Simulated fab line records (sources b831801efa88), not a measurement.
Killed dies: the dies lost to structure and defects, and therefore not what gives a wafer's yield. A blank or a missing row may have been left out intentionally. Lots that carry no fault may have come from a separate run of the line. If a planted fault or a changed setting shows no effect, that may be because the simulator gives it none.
A struck lot beside a sound one + flow gf180mcu + 16 steps out of a route of 602
Sound: the wafers L102.1, L102.4, L102.5. Wafers L995.4, L995.5, L995.6 were the ones struck. The cause is named last.
Per side, at each step with rows, come the tool, then ch with its chambers, and then its first start. Under that, the readings that differ: sound wafers + struck wafers + difference of the means + sigmas: that difference in standard deviations of wafers without a fault.
alike: words and numbers the same on both sides, and readings whose means are apart by under 2 such deviations; not compared: readings that were withheld, readings missing a value for some wafer, numbers with overlapping values and no deviation given by the record, and bounds like >300 which may hide the same value.
A row with sigmas, a row that says differs or no value, or rows on one side alone: a step with any of these is where the two part. Non-overlapping numbers with no deviation appear without sigmas and do not part them. A reading that every wafer of one side lacks parts them only if that side has two wafers or more.

GF_V4_CMP_04: polishes SiO2.
  sound on cmp-01 ch 1,3, day 29 11:55; struck on cmp-01 ch 0,2,3, day 27 14:05
  alike: motorCurrentA, timeToEndpointS
GF_V4_BOW_MEAS_05:
  sound on filmMetro-03, day 29 12:13; struck on filmMetro-02, day 27 14:20
  alike: V4_BOW
then, 8 steps without rows for these wafers: GF_V4_DEHYDRATE_06 (time 60 s); GF_V4_HMDS_07 (prime time 60 s); GF_V4_COAT_08; GF_V4_COAT_09 (resist thk 1000 nm); GF_V4_SOFTBAKE_10 (time 60 s); GF_V4_EXPOSE_11 (exposes mask Via4, target cd 260 nm); GF_V4_PEB_12 (peb time 90 s); GF_V4_DEVELOP_13 (develop time 60 s).
GF_V4_CD_MEAS_14: target cd 260 nm.
  sound on cdSem-01, day 30 06:11; struck on cdSem-01, day 28 09:49
  alike: cdNm
GF_V4_OVL_MEAS_15:
  sound on overlay-01, day 30 06:18; struck on overlay-01, day 28 09:53
  alike: V4_OVL
GF_V4_ETCH_16: etches BARC in N2/H2.
  sound on rieDiel-01 ch 0,1,2, day 30 06:20; struck on rieDiel-01 ch 0,1, day 28 09:55
  no value came back on the struck wafers for any of 5 readings (biasW (W), chamberPressureMTorr (mTorr) and others); on the sound wafers biasW (W) reads 99.88 100.20 99.79
GF_V4_ETCH_17: etches SiO2 in C4F8/O2/Ar, stops on TiN, target depth 630 nm.
  sound on rieDiel-01 ch 0,1,2; struck on rieDiel-01 ch 0,1
| reading             | sound             | struck            | difference | sigmas |
|---------------------|-------------------|-------------------|------------|--------|
| oesProductAu (a.u.) | 0.855 0.857 0.858 | 0.372 0.366 0.375 | -0.486     | -95    |
  alike: biasW, chamberPressureMTorr
GF_V4_STRIP_18: strips in O2/N2.
  sound on plasmaAsher-01 ch 0,1, day 30 06:28; struck on plasmaAsher-04 ch 0,1, day 28 10:04
| reading             | sound             | struck            | difference | sigmas |
|---------------------|-------------------|-------------------|------------|--------|
| heaterPowerW (W)    | 378 380 387       | 281 280 327       | -86        | -2     |
| oesProductAu (a.u.) | 0.589 0.589 0.591 | 0.613 0.609 0.618 | +0.024     | +5     |
  alike: drypumpMotorCurrentA
  not compared: rfHoursCounterH
then, 1 step without rows for these wafers: GF_V4_STRIP_19 (strips in post etch residue remover, time 1200 s).

## WHERE THEY PART
First at GF_V4_ETCH_16; last, within this record, at GF_V4_STRIP_18.

WHY: the cause the simulator had injected
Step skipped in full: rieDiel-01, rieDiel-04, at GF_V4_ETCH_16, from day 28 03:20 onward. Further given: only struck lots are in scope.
